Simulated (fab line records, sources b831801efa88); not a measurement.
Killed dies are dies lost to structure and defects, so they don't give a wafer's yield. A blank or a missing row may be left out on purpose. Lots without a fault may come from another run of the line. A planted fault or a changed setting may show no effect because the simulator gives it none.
fab line records | flow sky130
record lots=5 wafers=15 last_day=50
route steps=708 shown VIA2@525 METAL3@532 CAPM@537
lots that met no fault: from a run of the same line without faults
start_h: hours from the record's first day to the start of the lot's first wafer shown | wait_h: hours since the lot's step before | " the same as in the row above | L1.1+2: a row that stands for several wafers | - no value, or no start given | * or withheld: withheld | < > ~ a bound
route shown NAME@n: a module of which the file shows steps, and the number in the route of the first | usual: mean/standard deviation of fault-free wafers | same: alike in all rows | chamber/n: place in a boat | sites: the reading at each site | _std_site: their standard deviation | _edge_site: outer sites' mean less inner sites' | radius_mm: how far each site lies from the wafer's centre | mask NAME#n: copy n | behind: the tool/chamber that last shaped the wafer | hold: why the lot was held/for how many hours/how that ended | device: the transistor (n, p or np) that didn't switch | end of line: the same wafers' tests at the end of the route | a step without rows: its recipe alone | killed: dies lost to structure and defects at the first sort, not the wafer's yield | map: a wafer's dies, x killed, . not, _ none there
set.NAME: the setting as run; set.NAME@STEP: as run at that earlier step | model.NAME: the simulator's own value behind a step, which no gauge read
lots at some steps of the route; a table a step, a row a wafer
services: from which hour (start_h, from the record's first day; less than 0 if before it) a tool's chamber was out of use, for how many hours, and why
## steps
# step SKY_VIA2_CLEAN_18
# recipe chemistry=IPA time_s=180 temp_c=25
# columns lot.wafer tool chamber start_h wait_h
L084.3+4+6 wet_bench-01 2 925.69 0.0
L085.2+3+4 wet_bench-01 0 932.23 0.0
L088.1+4+6 wet_bench-02 1 955.09 0.0
L095.1+2+4 wet_bench-01 1 998.33 0.0
L097.2+4+6 wet_bench-03 1 1010.16 0.0
# step SKY_VIA2_CLEAN_19
# recipe chemistry=O3/DIW dry=n2_spin
# columns lot.wafer tool chamber start_h wait_h
L084.3+4+6 wet_bench-03 0 925.75 0.0
L085.2+3+4 wet_bench-02 1 932.28 0.0
L088.1+4+6 wet_bench-03 0 955.14 0.0
L095.1+2+4 wet_bench-02 2 998.45 0.0
L097.2+4+6 wet_bench-01 0 1010.22 0.0
# step SKY_VIA2_SPUTTER_20
# recipe material=TiN target_thk_nm=20 chamber_pressure_pa=5 power_w=4000 time_s=80
# usual throttle_valve_pct=30.0/1.1
# columns lot.wafer tool chamber start_h wait_h throttle_valve_pct
L084.3 pvd_sputter-03 - 925.84 0.0 29.3
L084.4 " - " " 29.5
L084.6 " - " " 29.1
L085.2 pvd_sputter-03 - 932.38 0.0 29.2
L085.3 " - " " 30.0
L085.4 " - " " 31.1
L088.1 pvd_sputter-03 - 955.25 0.0 29.7
L088.4 " - " " 30.9
L088.6 " - " " 31.1
L095.1 pvd_sputter-03 - 998.55 0.0 29.7
L095.2 " - " " 30.9
L095.4 " - " " 30.9
L097.2 pvd_sputter-02 - 1010.32 0.0 28.4
L097.4 " - " " 29.5
L097.6 " - " " 31.2
# step SKY_VIA2_CVD_21
# recipe material=W target_thk_nm=420 time_s=126.4 temp_c=400 pressure_torr=40
# usual heater_power_w=853/74
# columns lot.wafer tool chamber start_h wait_h heater_power_w since_wet_clean_h
L084.3 cvd_w-01 1 925.94 0.1 965 -
L084.4 " 0 " " 779 -
L084.6 " 1 " " 976 -
L085.2 cvd_w-02 0 932.44 0.0 788 528
L085.3 " 0 " " 833 -
L085.4 " 1 " " 864 -
L088.1 cvd_w-01 0 955.32 0.0 755 37
L088.4 " 1 " " 968 -
L088.6 " 0 " " 767 -
L095.1 cvd_w-02 0 998.61 0.0 797 595
L095.2 " 1 " " 870 595
L095.4 " 0 " " 813 -
L097.2 cvd_w-02 1 1010.38 0.0 883 606
L097.4 " 0 " " 824 -
L097.6 " 0 " " 830 -
# step SKY_VIA2_RS_MEAS_22
# recipe thk_meas_gauge=four-point-probe reads=W_of_VIA2_CVD_21+TiN_of_VIA2_SPUTTER_20
# usual VIA2_W_RS=0.2725/0.0028
# columns lot.wafer tool chamber start_h wait_h VIA2_W_RS[ohm/sq]
L084.3 film_metro-04 - 926.07 0.1 0.2761
L084.4 " - " " 0.2780
L084.6 " - " " 0.2723
L085.2 film_metro-04 - 932.59 0.1 0.2660
L085.3 " - " " 0.2701
L085.4 " - " " 0.2693
L088.1 film_metro-04 - 955.45 0.1 0.2729
L088.4 " - " " 0.2737
L088.6 " - " " 0.2726
L095.1 film_metro-03 - 998.74 0.1 0.2710
L095.2 " - " " 0.2742
L095.4 " - " " 0.2729
L097.2 film_metro-04 - 1010.53 0.1 0.2734
L097.4 " - " " 0.2724
L097.6 " - " " 0.2786
# step SKY_VIA2_THK_MEAS_23
# recipe thk_meas_gauge=xrf reads=W_of_VIA2_CVD_21
# usual VIA2_W_THK=415/8.7
# columns lot.wafer tool chamber start_h wait_h VIA2_W_THK[nm]
L084.3 film_metro-04 - 926.17 0.1 420
L084.4 " - " " 414
L084.6 " - " " 425
L085.2 film_metro-04 - 932.70 0.1 433
L085.3 " - " " 425
L085.4 " - " " 429
L088.1 film_metro-04 - 955.57 0.1 421
L088.4 " - " " 419
L088.6 " - " " 425
L095.1 film_metro-03 - 998.86 0.1 413
L095.2 " - " " 412
L095.4 " - " " 408
L097.2 film_metro-04 - 1010.64 0.1 420
L097.4 " - " " 421
L097.6 " - " " 414
# step SKY_VIA2_CMP_24
# recipe stop_on=SiO2 t_overpolish_s=20 down_force_psi=3.5 platen_rpm=60 target_thk_nm=0 pad_velocity_m_s=0.94248
# usual motor_current_A=10.9/0.8 overpolish_run_s=20.001/0.0082 time_to_endpoint_s=102/3
# columns lot.wafer tool chamber start_h wait_h motor_current_A overpolish_run_s time_to_endpoint_s
L084.3 cmp-02 1 926.31 0.1 12.7 19.997 105
L084.4 " 2 " " 10.5 19.990 105
L084.6 " 3 " " 10.8 20.000 103
L085.4 cmp-01 3 932.75 0.0 10.5 19.994 104
L085.3 " 0 " " 11.7 20.014 100
L085.2 " 2 " " 10.2 20.002 101
L088.4 cmp-01 3 955.68 0.1 10.9 20.006 99
L088.1 " 0 " " 11.3 19.997 100
L088.6 " 3 " " 11.2 20.000 101
L095.4 cmp-02 1 998.92 0.0 12.5 19.998 99
L095.1 " 2 " " 10.8 20.020 100
L095.2 " 3 " " 10.9 19.979 103
L097.2 cmp-01 1 1010.74 0.1 10.3 19.998 102
L097.4 " 2 " " 9.9 20.002 101
L097.6 " 1 " " 9.9 20.008 99
# step SKY_METAL3_SPUTTER_00
# recipe material=Ti target_thk_nm=15 power_w=3000 time_s=10 chamber_pressure_pa=0.4
# usual throttle_valve_pct=29.9/0.87
# columns lot.wafer tool chamber start_h wait_h throttle_valve_pct
L084.3 pvd_sputter-04 - 926.51 0.1 28.6
L084.4 " - " " 29.2
L084.6 " - " " 30.2
L085.2 pvd_sputter-03 - 933.05 0.1 29.3
L085.3 " - " " 31.0
L085.4 " - " " 30.1
L088.1 pvd_sputter-01 - 955.93 0.1 28.5
L088.4 " - " " 31.1
L088.6 " - " " 28.5
L095.1 pvd_sputter-01 - 999.22 0.2 28.1
L095.2 " - " " 30.5
L095.4 " - " " 30.6
L097.2 pvd_sputter-04 - 1010.99 0.2 31.0
L097.4 " - " " 29.5
L097.6 " - " " 30.2
# step SKY_METAL3_SPUTTER_01
# recipe material=TiN target_thk_nm=20 power_w=6500 time_s=16.7 chamber_pressure_pa=0.4
# usual throttle_valve_pct=29.9/0.89
# columns lot.wafer tool chamber start_h wait_h throttle_valve_pct
L084.3 pvd_sputter-04 - 926.53 0.0 28.1
L084.4 " - " " 29.4
L084.6 " - " " 30.2
L085.2 pvd_sputter-03 - 933.07 0.0 29.4
L085.3 " - " " 31.1
L085.4 " - " " 30.0
L088.1 pvd_sputter-01 - 955.95 0.0 28.3
L088.4 " - " " 31.1
L088.6 " - " " 28.6
L095.1 pvd_sputter-01 - 999.24 0.0 28.5
L095.2 " - " " 30.6
L095.4 " - " " 30.5
L097.2 pvd_sputter-04 - 1011.01 0.0 30.9
L097.4 " - " " 29.2
L097.6 " - " " 30.1
# step SKY_METAL3_SPUTTER_02
# recipe material=AlCu target_thk_nm=735 power_w=10600 time_s=39.1 chamber_pressure_pa=0.4
# usual throttle_valve_pct=29.9/0.89
# columns lot.wafer tool chamber start_h wait_h throttle_valve_pct
L084.3 pvd_sputter-04 - 926.56 0.0 28.4
L084.4 " - " " 29.3
L084.6 " - " " 30.4
L085.2 pvd_sputter-03 - 933.10 0.0 28.8
L085.3 " - " " 31.1
L085.4 " - " " 30.2
L088.1 pvd_sputter-01 - 955.97 0.0 28.4
L088.4 " - " " 31.2
L088.6 " - " " 28.7
L095.1 pvd_sputter-01 - 999.26 0.0 28.6
L095.2 " - " " 30.6
L095.4 " - " " 30.7
L097.2 pvd_sputter-04 - 1011.04 0.0 31.1
L097.4 " - " " 29.1
L097.6 " - " " 30.1
# step SKY_METAL3_SPUTTER_03
# recipe material=Ti target_thk_nm=5 power_w=3000 time_s=3.3 chamber_pressure_pa=0.4
# usual throttle_valve_pct=29.9/0.89
# columns lot.wafer tool chamber start_h wait_h throttle_valve_pct
L084.3 pvd_sputter-04 - 926.60 0.0 28.4
L084.4 " - " " 29.4
L084.6 " - " " 30.1
L085.2 pvd_sputter-03 - 933.13 0.0 29.3
L085.3 " - " " 31.1
L085.4 " - " " 30.0
L088.1 pvd_sputter-01 - 956.01 0.0 28.9
L088.4 " - " " 30.9
L088.6 " - " " 28.5
L095.1 pvd_sputter-01 - 999.30 0.0 28.6
L095.2 " - " " 30.6
L095.4 " - " " 30.9
L097.2 pvd_sputter-04 - 1011.07 0.0 30.7
L097.4 " - " " 29.4
L097.6 " - " " 30.4
# step SKY_METAL3_SPUTTER_04
# recipe material=TiN target_thk_nm=70 power_w=6500 time_s=58.3 chamber_pressure_pa=0.4
# usual throttle_valve_pct=29.9/0.87
# columns lot.wafer tool chamber start_h wait_h throttle_valve_pct
L084.3 pvd_sputter-04 - 926.62 0.0 28.3
L084.4 " - " " 29.3
L084.6 " - " " 30.4
L085.2 pvd_sputter-03 - 933.15 0.0 29.2
L085.3 " - " " 31.0
L085.4 " - " " 30.2
L088.1 pvd_sputter-01 - 956.03 0.0 28.6
L088.4 " - " " 31.0
L088.6 " - " " 28.5
L095.1 pvd_sputter-01 - 999.32 0.0 28.8
L095.2 " - " " 30.8
L095.4 " - " " 30.8
L097.2 pvd_sputter-04 - 1011.09 0.0 30.7
L097.4 " - " " 29.3
L097.6 " - " " 30.1
# step SKY_CAPM_CVD_00
# recipe material=SiO2 target_thk_nm=15.5 temp_c=400 time_s=withheld rf_w=450
# usual heater_power_w=767/95
# columns lot.wafer tool chamber start_h wait_h heater_power_w
L084.3 pecvd-03 1 926.68 0.0 545
L084.4 " 0 " " 773
L084.6 " 1 " " 542
L085.2 pecvd-04 0 933.20 0.0 718
L085.3 " 2 " " 828
L085.4 " 2 " " 838
L088.1 pecvd-01 1 956.08 0.0 699
L088.4 " 1 " " 698
L088.6 " 2 " " 888
L095.1 pecvd-03 1 999.37 0.0 682
L095.2 " 2 " " 862
L095.4 " 0 " " 911
L097.2 pecvd-04 0 1011.14 0.0 753
L097.4 " 2 " " 797
L097.6 " 0 " " 763
# step SKY_CAPM_THK_MEAS_01
# recipe reads=SiO2_of_CAPM_CVD_00
# usual CAPM_CVD_00_THK=15.51/0.2
# columns lot.wafer tool chamber start_h wait_h CAPM_CVD_00_THK[nm]
L084.3 film_metro-04 - 926.72 - 15.60
L084.4 " - " " 15.51
L084.6 " - " " 15.73
L085.2 film_metro-03 - 933.35 - 15.15
L085.3 " - " " 14.95
L085.4 " - " " 15.04
L088.1 film_metro-04 - 956.10 - 15.53
L088.4 " - " " 15.35
L088.6 " - " " 15.48
L095.1 film_metro-04 - 999.39 - 15.42
L095.2 " - " " 15.44
L095.4 " - " " 15.63
L097.2 film_metro-04 - 1011.18 - 15.32
L097.4 " - " " 15.47
L097.6 " - " " 15.45
# step SKY_CAPM_SPUTTER_02
# recipe material=TiN target_thk_nm=200 temp_c=300 power_w=6500 time_s=158.6 chamber_pressure_pa=0.4
# usual throttle_valve_pct=30.0/1.1
# columns lot.wafer tool chamber start_h wait_h throttle_valve_pct
L084.3 pvd_sputter-03 - 926.76 0.0 30.2
L084.4 " - " " 29.1
L084.6 " - " " 30.1
L085.2 pvd_sputter-02 - 933.40 0.0 31.2
L085.3 " - " " 31.7
L085.4 " - " " 28.9
L088.1 pvd_sputter-02 - 956.16 0.1 31.9
L088.4 " - " " 28.6
L088.6 " - " " 31.5
L095.1 pvd_sputter-04 - 999.45 0.1 30.8
L095.2 " - " " 29.4
L095.4 " - " " 30.2
L097.2 pvd_sputter-03 - 1011.23 0.0 31.1
L097.4 " - " " 29.1
L097.6 " - " " 29.6
# step SKY_CAPM_RS_MEAS_03
# recipe thk_meas_gauge=four-point-probe reads=TiN_of_CAPM_SPUTTER_02
# usual CAPM_TIN_RS=7.25/0.087
# columns lot.wafer tool chamber start_h wait_h CAPM_TIN_RS[ohm/sq]
L084.3 film_metro-02 - 926.91 0.1 7.08
L084.4 " - " " 7.12
L084.6 " - " " 7.05
L085.2 film_metro-02 - 933.53 0.1 7.39
L085.3 " - " " 7.36
L085.4 " - " " 7.29
L088.1 film_metro-02 - 956.27 0.1 7.33
L088.4 " - " " 7.25
L088.6 " - " " 7.24
L095.1 film_metro-02 - 999.56 0.1 7.32
L095.2 " - " " 7.29
L095.4 " - " " 7.33
L097.2 film_metro-02 - 1011.36 0.1 7.20
L097.4 " - " " 7.26
L097.6 " - " " 7.23
# step SKY_CAPM_THK_MEAS_04
# recipe thk_meas_gauge=xrf reads=TiN_of_CAPM_SPUTTER_02
# usual CAPM_TIN_THK=192.6/2.4
# columns lot.wafer tool chamber start_h wait_h CAPM_TIN_THK[nm]
L084.3 film_metro-02 - 927.01 0.1 197.6
L084.4 " - " " 196.2
L084.6 " - " " 197.7
L085.2 film_metro-02 - 933.64 0.1 188.6
L085.3 " - " " 189.8
L085.4 " - " " 191.4
L088.1 film_metro-02 - 956.39 0.1 190.7
L088.4 " - " " 192.3
L088.6 " - " " 192.4
L095.1 film_metro-02 - 999.68 0.1 190.4
L095.2 " - " " 191.7
L095.4 " - " " 190.7
L097.2 film_metro-02 - 1011.47 0.1 192.9
L097.4 " - " " 191.9
L097.6 " - " " 192.8
# step SKY_CAPM_DEHYDRATE_05
# recipe temp_c=200 time_s=60
# columns lot.wafer tool chamber start_h wait_h
L084.3+4+6 litho_track-04 0 937.96 10.9
L085.2+3+4 litho_track-01 0 945.45 11.8
L088.1+4+6 litho_track-02 0 967.84 11.4
L095.1+2+4 litho_track-02 0 1009.49 9.8
L097.2+4+6 litho_track-02 0 1023.41 11.9
# step SKY_CAPM_HMDS_06
# recipe prime_time_s=60 prime_temp_c=120
# same prime_time_s=60
# columns lot.wafer tool chamber start_h wait_h
L084.3+4+6 litho_track-04 0 938.11 0.1
L085.2+3+4 litho_track-01 0 945.60 0.1
L088.1+4+6 litho_track-02 0 967.99 0.1
L095.1+2+4 litho_track-02 0 1009.64 0.1
L097.2+4+6 litho_track-02 0 1023.56 0.1
# step SKY_CAPM_COAT_07
# recipe resist=NOVOLAK spin_rpm=3000 resist_thk_nm=1140
# columns lot.wafer tool chamber start_h wait_h
L084.3+4+6 litho_track-04 0 938.26 0.1
L085.2+3+4 litho_track-01 0 945.75 0.1
L088.1+4+6 litho_track-02 0 968.14 0.1
L095.1+2+4 litho_track-02 0 1009.79 0.1
L097.2+4+6 litho_track-02 0 1023.71 0.1
# step SKY_CAPM_SOFTBAKE_08
# recipe temp_c=90 time_s=60 resist=NOVOLAK
# columns lot.wafer tool chamber start_h wait_h
L084.3+4+6 litho_track-04 0 938.41 0.1
L085.2+3+4 litho_track-01 0 945.90 0.1
L088.1+4+6 litho_track-02 0 968.29 0.1
L095.1+2+4 litho_track-02 0 1009.94 0.1
L097.2+4+6 litho_track-02 0 1023.86 0.1
# step SKY_CAPM_EXPOSE_09
# recipe mask_id=CAPM na=0.6 source_shape=conventional sigma_outer=0.6 polarization=unpolarized target_cd_nm=1000 dose_mj=159
# usual exposure_dose_mJ_cm2=159.00/0.17
# columns lot.wafer tool chamber start_h wait_h mask exposure_dose_mJ_cm2
L084.3 iline_stepper-02 0 - - CAPM#0 159.10
L084.4 " 0 " " CAPM#0 159.01
L084.6 " 0 " " CAPM#0 159.05
L085.2 iline_stepper-02 0 - - CAPM#0 158.98
L085.3 " 0 " " CAPM#0 158.71
L085.4 " 0 " " CAPM#0 158.87
L088.1 iline_stepper-01 0 - - CAPM#0 159.16
L088.4 " 0 " " CAPM#0 159.14
L088.6 " 0 " " CAPM#0 159.19
L095.1 iline_stepper-01 0 - - CAPM#0 159.10
L095.2 " 0 " " CAPM#0 159.30
L095.4 " 0 " " CAPM#0 158.98
L097.2 iline_stepper-02 0 - - CAPM#0 158.95
L097.4 " 0 " " CAPM#0 159.17
L097.6 " 0 " " CAPM#0 158.92
# step SKY_CAPM_PEB_10
# recipe temp_c=withheld time_s=* resist=NOVOLAK
# columns lot.wafer tool chamber start_h wait_h
L084.3+4+6 litho_track-04 0 - -
L085.2+3+4 litho_track-04 0 - -
L088.1+4+6 litho_track-02 0 - -
L095.1+2+4 litho_track-01 0 - -
L097.2+4+6 litho_track-01 0 - -
# step SKY_CAPM_DEVELOP_11
# recipe resist=NOVOLAK developer=TMAH develop_time_s=60 dev_temp_c=23
# columns lot.wafer tool chamber start_h wait_h
L084.3+4+6 litho_track-04 0 951.06 0.1
L085.2+3+4 litho_track-04 0 956.98 0.1
L088.1+4+6 litho_track-02 0 979.89 0.1
L095.1+2+4 litho_track-01 0 1022.17 0.1
L097.2+4+6 litho_track-01 0 1034.30 0.1
# step SKY_CAPM_OVL_MEAS_12
# usual CAPM_OVL=0.9/1.4
# columns lot.wafer tool chamber start_h wait_h CAPM_OVL[nm]
L084.3 overlay-01 - 951.17 0.1 -0.7
L084.4 " - " " 1.0
L084.6 " - " " 1.4
L085.2 overlay-01 - 957.12 0.1 1.7
L085.3 " - " " 3.0
L085.4 " - " " 0.6
L088.1 overlay-02 - 980.04 0.1 1.1
L088.4 " - " " 1.5
L088.6 " - " " 2.8
L095.1 overlay-01 - 1022.32 0.1 1.4
L095.2 " - " " 1.1
L095.4 " - " " 0.4
L097.2 overlay-01 - 1034.43 0.1 0.0
L097.4 " - " " 1.1
L097.6 " - " " 0.5
# step SKY_CAPM_METAL_ETCH_13
# recipe target_depth_nm=220 stop_on=SiO2 chemistry=Cl2/BCl3 target=TiN pressure_mtorr=10 icp_w=900 bias_w=48.5 Cl2_flow_sccm=60 bcl3_flow_sccm=30 time_s=62.9
# usual chamber_pressure_mTorr=10.001/0.01 drypump_motor_current_A=5.7/0.37 oes_product_au=0.915/0.0081 throttle_valve_pct=21.919/0.0096
# columns lot.wafer tool chamber start_h wait_h chamber_pressure_mTorr drypump_motor_current_A oes_product_au rf_hours_counter_h throttle_valve_pct
L084.3 rie_metal-01 1 951.22 0.0 9.989 6.1 0.919 - 21.920
L084.4 " 0 " " 9.995 5.2 0.916 - 21.919
L084.6 " 0 " " 10.007 5.2 0.934 - 21.910
L085.2 rie_metal-02 0 957.15 0.0 10.006 5.9 0.909 8 21.932
L085.3 " 1 " " 10.004 6.0 0.908 - 21.913
L085.4 " 0 " " 10.000 5.9 0.911 - 21.921
L088.1 rie_metal-01 0 980.07 0.0 9.999 5.2 0.905 15 21.927
L088.4 " 1 " " 9.991 6.0 0.911 - 21.928
L088.6 " 1 " " 10.001 6.0 0.918 - 21.919
L095.1 rie_metal-01 1 1022.36 0.0 10.017 6.0 0.911 9 21.914
L095.2 " 0 " " 9.997 5.2 0.905 18 21.931
L095.4 " 1 " " 9.982 6.1 0.904 - 21.922
L097.2 rie_metal-03 0 1034.46 0.0 9.992 5.8 0.920 12 21.913
L097.4 " 0 " " 10.001 5.8 0.913 - 21.920
L097.6 " 0 " " 9.998 5.8 0.921 - 21.923
# step SKY_CAPM_STRIP_14
# recipe chemistry=O2/N2 power_w=1400 pressure_mtorr=1500 platen_temp_c=withheld o2_flow_sccm=3087 n2_flow_sccm=300 overash_fraction=0.5
# usual chamber_pressure_mTorr=1499.9/1.4 drypump_motor_current_A=5.4/0.44 o2_flow_sccm=3087/9.2 oes_product_au=0.711/0.0046 strip_time_to_endpoint_s=12.63/0.035
# same overash_fraction=0.5
# columns lot.wafer tool chamber start_h wait_h chamber_pressure_mTorr drypump_motor_current_A o2_flow_sccm oes_product_au rf_hours_counter_h strip_time_to_endpoint_s
L084.3 plasma_asher-04 1 951.31 0.1 1500.3 4.9 3076 0.719 - 12.65
L084.4 " 0 " " 1497.5 6.0 3085 0.710 - 12.66
L084.6 " 0 " " 1499.9 6.0 3090 0.713 - 12.61
L085.2 plasma_asher-03 0 957.22 0.1 1500.6 4.9 3086 0.705 113 12.68
L085.3 " 1 " " 1501.0 5.9 3091 0.714 - 12.62
L085.4 " 0 " " 1498.6 4.9 3079 0.713 - 12.61
L088.1 plasma_asher-04 0 980.15 0.1 1499.2 6.0 3087 0.710 25 12.62
L088.4 " 1 " " 1498.4 4.9 3092 0.705 - 12.65
L088.6 " 1 " " 1499.2 4.9 3064 0.708 - 12.67
L095.1 plasma_asher-03 0 1022.44 0.1 1498.8 4.9 3094 0.710 119 12.64
L095.2 " 1 " " 1501.8 5.9 3096 0.710 119 12.58
L095.4 " 0 " " 1499.6 4.9 3108 0.707 - 12.62
L097.2 plasma_asher-04 1 1034.54 0.1 1499.9 4.9 3092 0.714 30 12.64
L097.4 " 1 " " 1502.6 4.9 3107 0.708 - 12.66
L097.6 " 0 " " 1499.5 6.0 3097 0.715 - 12.63
# step SKY_CAPM_STRIP_15
# recipe chemistry=post_etch_residue_remover time_s=1200 temp_c=72.5
# columns lot.wafer tool chamber start_h wait_h
L084.3+4+6 wet_bench-01 0 951.37 0.0
L085.2+3+4 wet_bench-04 2 957.32 0.1
L088.1+4+6 wet_bench-04 3 980.25 0.1
L095.1+2+4 wet_bench-02 3 1022.54 0.1
L097.2+4+6 wet_bench-02 2 1034.64 0.1
# step SKY_CAPM_CLEAN_16
# recipe chemistry=IPA time_s=180 temp_c=25
# columns lot.wafer tool chamber start_h wait_h
L084.3+4+6 wet_bench-04 2 951.75 0.0
L085.2+3+4 wet_bench-02 2 957.66 0.0
L088.1+4+6 wet_bench-01 1 980.62 0.0
L095.1+2+4 wet_bench-04 2 1022.88 0.0
L097.2+4+6 wet_bench-01 0 1034.98 0.0
# step SKY_CAPM_CLEAN_17
# recipe chemistry=O3/DIW dry=n2_spin
# columns lot.wafer tool chamber start_h wait_h
L084.3+4+6 wet_bench-01 0 951.80 0.0
L085.2+3+4 wet_bench-01 2 957.72 0.0
L088.1+4+6 wet_bench-04 1 980.75 0.0
L095.1+2+4 wet_bench-02 1 1022.99 0.0
L097.2+4+6 wet_bench-02 0 1035.04 0.0
# step SKY_METAL3_DEHYDRATE_05
# recipe temp_c=200 time_s=60
# columns lot.wafer tool chamber start_h wait_h
L084.3+4+6 litho_track-04 0 962.01 10.1
L085.2+3+4 litho_track-02 0 969.96 12.1
L088.1+4+6 litho_track-02 0 992.49 11.6
L095.1+2+4 litho_track-04 0 1033.01 9.9
L097.2+4+6 litho_track-02 0 1046.11 11.0
# step SKY_METAL3_HMDS_06
# recipe prime_time_s=60 prime_temp_c=120
# same prime_time_s=60
# columns lot.wafer tool chamber start_h wait_h
L084.3+4+6 litho_track-04 0 962.16 0.1
L085.2+3+4 litho_track-02 0 970.11 0.1
L088.1+4+6 litho_track-02 0 992.64 0.1
L095.1+2+4 litho_track-04 0 1033.16 0.1
L097.2+4+6 litho_track-02 0 1046.26 0.1
# step SKY_METAL3_COAT_07
# recipe resist=BARC temp_c=withheld time_s=withheld spin_rpm=3000 resist_thk_nm=60
# columns lot.wafer tool chamber start_h wait_h
L084.3+4+6 litho_track-04 0 962.31 0.1
L085.2+3+4 litho_track-02 0 970.26 0.1
L088.1+4+6 litho_track-02 0 992.79 0.1
L095.1+2+4 litho_track-04 0 1033.31 0.1
L097.2+4+6 litho_track-02 0 1046.41 0.1
# step SKY_METAL3_COAT_08
# recipe resist=KrF-thick spin_rpm=3000 resist_thk_nm=1140
# columns lot.wafer tool chamber start_h wait_h
L084.3+4+6 litho_track-04 0 - -
L085.2+3+4 litho_track-02 0 - -
L088.1+4+6 litho_track-02 0 - -
L095.1+2+4 litho_track-04 0 - -
L097.2+4+6 litho_track-02 0 - -
# step SKY_METAL3_SOFTBAKE_09
# recipe temp_c=100 time_s=90 resist=KrF-thick
# columns lot.wafer tool chamber start_h wait_h
L084.3+4+6 litho_track-04 0 - -
L085.2+3+4 litho_track-02 0 - -
L088.1+4+6 litho_track-02 0 - -
L095.1+2+4 litho_track-04 0 - -
L097.2+4+6 litho_track-02 0 - -
# step SKY_METAL3_EXPOSE_10
# recipe mask_id=MM3 na=0.68 source_shape=annular sigma_inner=0.4 sigma_outer=0.8 target_cd_nm=300 dose_mj=28
# usual exposure_dose_mJ_cm2=28.005/0.025
# same sigma_inner=0.4
# columns lot.wafer tool chamber start_h wait_h mask exposure_dose_mJ_cm2
L084.3 krf_scanner-02 0 - - MM3#0 28.001
L084.4 " 0 " " MM3#0 28.037
L084.6 " 0 " " MM3#0 27.990
L085.2 krf_scanner-02 0 - - MM3#0 27.995
L085.3 " 0 " " MM3#0 28.003
L085.4 " 0 " " MM3#0 27.999
L088.1 krf_scanner-01 0 - - MM3#0 28.030
L088.4 " 0 " " MM3#0 28.009
L088.6 " 0 " " MM3#0 27.999
L095.1 krf_scanner-02 0 - - MM3#0 28.022
L095.2 " 0 " " MM3#0 27.999
L095.4 " 0 " " MM3#0 28.031
L097.2 krf_scanner-01 0 - - MM3#0 28.005
L097.4 " 0 " " MM3#0 28.006
L097.6 " 0 " " MM3#0 28.004
# step SKY_METAL3_PEB_11
# recipe peb_temp_c=withheld peb_time_s=withheld resist=KrF-thick
# columns lot.wafer tool chamber start_h wait_h
L084.3+4+6 litho_track-03 0 - -
L085.2+3+4 litho_track-03 0 - -
L088.1+4+6 litho_track-02 0 - -
L095.1+2+4 litho_track-04 0 - -
L097.2+4+6 litho_track-03 0 - -
# step SKY_METAL3_DEVELOP_12
# recipe develop_time_s=60 resist=KrF-thick dev_temp_c=21
# columns lot.wafer tool chamber start_h wait_h
L084.3+4+6 litho_track-03 0 - -
L085.2+3+4 litho_track-03 0 - -
L088.1+4+6 litho_track-02 0 - -
L095.1+2+4 litho_track-04 0 - -
L097.2+4+6 litho_track-03 0 - -
# step SKY_METAL3_CD_MEAS_13
# recipe target_cd_nm=300
# usual cd_nm=300.1/1.4
# columns lot.wafer tool chamber start_h wait_h cd_nm
L084.3 cd_sem-01 - 975.49 - 300.7
L084.4 " - " " 300.1
L084.6 " - " " 300.6
L085.2 cd_sem-02 - 982.27 - 300.9
L085.3 " - " " 298.1
L085.4 " - " " 298.7
L088.1 cd_sem-01 - 1004.94 - 301.6
L088.4 " - " " 300.9
L088.6 " - " " 300.1
L095.1 cd_sem-02 - 1044.81 - 300.8
L095.2 " - " " 299.7
L095.4 " - " " 301.1
L097.2 cd_sem-02 - 1056.02 - 302.5
L097.4 " - " " 302.2
L097.6 " - " " 302.5
# step SKY_METAL3_OVL_MEAS_14
# usual METAL3_OVL=1/6.5
# columns lot.wafer tool chamber start_h wait_h METAL3_OVL[nm]
L084.3 overlay-01 - 975.58 0.1 6
L084.4 " - " " 10
L084.6 " - " " 4
L085.2 overlay-01 - 982.38 0.1 2
L085.3 " - " " -2
L085.4 " - " " 0
L088.1 overlay-01 - 1005.06 0.1 8
L088.4 " - " " 3
L088.6 " - " " 1
L095.1 overlay-01 - 1044.93 0.1 -5
L095.2 " - " " -4
L095.4 " - " " -4
L097.2 overlay-02 - 1056.13 0.1 12
L097.4 " - " " 8
L097.6 " - " " 6
# step SKY_METAL3_DESCUM_15
# recipe chemistry=O2 source_power_w=150 bias_power_w=0 pressure_mtorr=10 temp_c=40 time_s=8
# usual chamber_pressure_mTorr=10.001/0.0094 drypump_motor_current_A=5.5/0.61 oes_product_au=1.000/0.0069
# columns lot.wafer tool chamber start_h wait_h chamber_pressure_mTorr drypump_motor_current_A oes_product_au rf_hours_counter_h
L084.3 rie_metal-04 0 975.62 0.0 10.018 6.4 0.997 -
L084.4 " 1 " " 10.001 4.7 1.007 -
L084.6 " 1 " " 10.004 4.7 1.006 -
L085.2 rie_metal-01 1 982.41 0.0 10.014 6.1 1.010 6
L085.3 " 1 " " 9.989 6.1 1.008 -
L085.4 " 0 " " 9.992 5.2 1.002 -
L088.1 rie_metal-03 0 1005.09 0.0 10.009 5.8 0.994 10
L088.4 " 0 " " 10.008 5.8 0.993 -
L088.6 " 0 " " 9.991 5.8 1.001 -
L095.1 rie_metal-04 0 1044.97 0.0 10.002 6.5 1.007 1
L095.2 " 1 " " 9.994 4.7 1.000 9
L095.4 " 1 " " 10.013 4.7 1.005 -
L097.2 rie_metal-01 0 1056.16 0.0 10.003 5.2 1.008 21
L097.4 " 0 " " 10.018 5.2 1.004 -
L097.6 " 1 " " 9.995 6.1 1.012 -
## services
# columns tool chamber start_h hours kind
cvd_w-01 - 904.00 14.0 pm
cvd_w-01 1 904.57 3.9 repair
cmp-01 - 909.69 5.7 pm
cmp-01 - 915.35 4.0 pm
pvd_sputter-02 - 916.83 3.3 repair
wet_bench-03 - 977.70 0.9 repair
pvd_sputter-01 - 980.41 4.4 repair
krf_scanner-02 - 982.90 0.4 repair
krf_scanner-02 - 985.78 2.6 repair
pvd_sputter-04 - 986.82 2.7 repair
pvd_sputter-02 - 987.22 1.5 repair
cvd_w-02 - 998.87 2.8 pm
pvd_sputter-02 - 1006.35 1.9 repair
rie_metal-01 - 1007.61 0.8 repair
cmp-01 - 1011.51 0.2 repair
iline_stepper-02 - 1026.67 10.6 repair
cvd_w-02 1 1032.00 2.6 repair
rie_metal-01 - 1039.83 1.0 repair
plasma_asher-04 - 1040.36 2.8 pm
krf_scanner-02 - 1040.96 1.0 pm
pvd_sputter-03 - 1045.19 3.9 repair
iline_stepper-02 - 1046.47 1.7 pm
krf_scanner-02 - 1048.92 0.8 pm
cmp-01 - 1049.72 2.0 repair
## key
fault none
